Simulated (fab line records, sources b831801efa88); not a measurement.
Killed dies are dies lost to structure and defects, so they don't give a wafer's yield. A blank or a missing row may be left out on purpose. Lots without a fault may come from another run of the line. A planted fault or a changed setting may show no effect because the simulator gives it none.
Split-lot experiment | flow sky130 | 5 lots, 23 wafers read, on a route of 708 steps

THE SPLIT
At SKY_SPACER_CVD_00 (deposits Si3N4 from DCS/NH3, target thk 43.1 nm, time 740 s), the setting pressure_mtorr was moved away from the recipe's 250 mTorr on 15 of the 23 wafers read, by -10.7% to +11.3%. The other wafers ran this setting at the recipe's value.

FROM THE SPLIT TO THE READING: what the file shows between them, 1 step
- SKY_SPACER_THK_MEAS_01

THE READING
oes_product_au, in a.u., at SKY_SPACER_ETCHBACK_02 (etches Si3N4 in CH3F/O2, stops on SiO2, time 46.7 s, target depth 45 nm). Fault-free wafers of this fab line usually give 0.854 a.u., standard deviation 0.0057 a.u..

wafer  | tool, chamber at the split | pressure_mtorr as run, mTorr | against the recipe | oes_product_au, a.u. | against lot-mates on the recipe
L074.1 | -, -                       | 250                          | recipe             | 0.865                | -
L074.2 | -, -                       | 250                          | recipe             | 0.856                | -
L074.3 | -, -                       | 250                          | recipe             | 0.851                | -
L074.5 | -, -                       | 250                          | recipe             | 0.854                | -
L074.6 | -, -                       | 250                          | recipe             | 0.858                | -
L075.1 | -, -                       | 238.3                        | -4.7%              | 0.841                | no lot-mate on the recipe
L075.3 | -, -                       | 238.3                        | -4.7%              | 0.849                | no lot-mate on the recipe
L075.4 | -, -                       | 238.3                        | -4.7%              | 0.844                | no lot-mate on the recipe
L075.5 | -, -                       | 238.3                        | -4.7%              | 0.845                | no lot-mate on the recipe
L075.6 | -, -                       | 238.3                        | -4.7%              | 0.841                | no lot-mate on the recipe
L076.1 | lpcvd-02, 0                | 250                          | recipe             | 0.851                | -
L076.2 | lpcvd-02, 0                | 250                          | recipe             | 0.837                | -
L076.5 | lpcvd-02, 0                | 250                          | recipe             | 0.853                | -
L083.1 | -, -                       | 223.2                        | -10.7%             | 0.835                | no lot-mate on the recipe
L083.2 | -, -                       | 223.2                        | -10.7%             | 0.832                | no lot-mate on the recipe
L083.3 | -, -                       | 223.2                        | -10.7%             | 0.833                | no lot-mate on the recipe
L083.4 | -, -                       | 223.2                        | -10.7%             | 0.834                | no lot-mate on the recipe
L083.5 | -, -                       | 223.2                        | -10.7%             | 0.833                | no lot-mate on the recipe
L085.1 | -, -                       | 278.2                        | +11.3%             | 0.882                | no lot-mate on the recipe
L085.2 | -, -                       | 278.2                        | +11.3%             | 0.876                | no lot-mate on the recipe
L085.3 | -, -                       | 278.2                        | +11.3%             | 0.877                | no lot-mate on the recipe
L085.4 | -, -                       | 278.2                        | +11.3%             | 0.875                | no lot-mate on the recipe
L085.6 | -, -                       | 278.2                        | +11.3%             | 0.878                | no lot-mate on the recipe

THE FIT
A straight line over all 23 wafers: oes_product_au changes by +0.00202 a.u. for each +1% of pressure_mtorr; r = +0.95; the points scatter about the line by 0.0051 a.u..
Too few moved wafers have a lot-mate on the recipe to fit a line with each lot's own level taken away.

THE WHOLE CHAIN: every reading that the file lists as answering this split, in the file's order
step                   | what it does                                                            | reading                                                                        | change (the file's fit)                   | r (the file's)
SKY_SPACER_CVD_00      | deposits Si3N4 from DCS/NH3, target thk 43.1 nm, time 740 s             | Si3N4_of_SPACER_CVD_00.thk_nm (the simulator's own value, which no gauge read) | +0.164 nm for each +1% of the setting     | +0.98
SKY_SPACER_THK_MEAS_01 |                                                                         | SPACER_CVD_00_THK                                                              | +0.164 for each +1% of the setting        | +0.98
SKY_SPACER_ETCHBACK_02 | etches Si3N4 in CH3F/O2, stops on SiO2, time 46.7 s, target depth 45 nm | oes_product_au                                                                 | +0.00202 a.u. for each +1% of the setting | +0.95
SKY_SPACER_ETCHBACK_02 | etches Si3N4 in CH3F/O2, stops on SiO2, time 46.7 s, target depth 45 nm | etch.depth_nm (the simulator's own value, which no gauge read)                 | +0.16 nm for each +1% of the setting      | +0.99

THE FILE'S OWN FIT
oes_product_au changes by +0.00202 a.u. for each +1% of pressure_mtorr, r = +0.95.
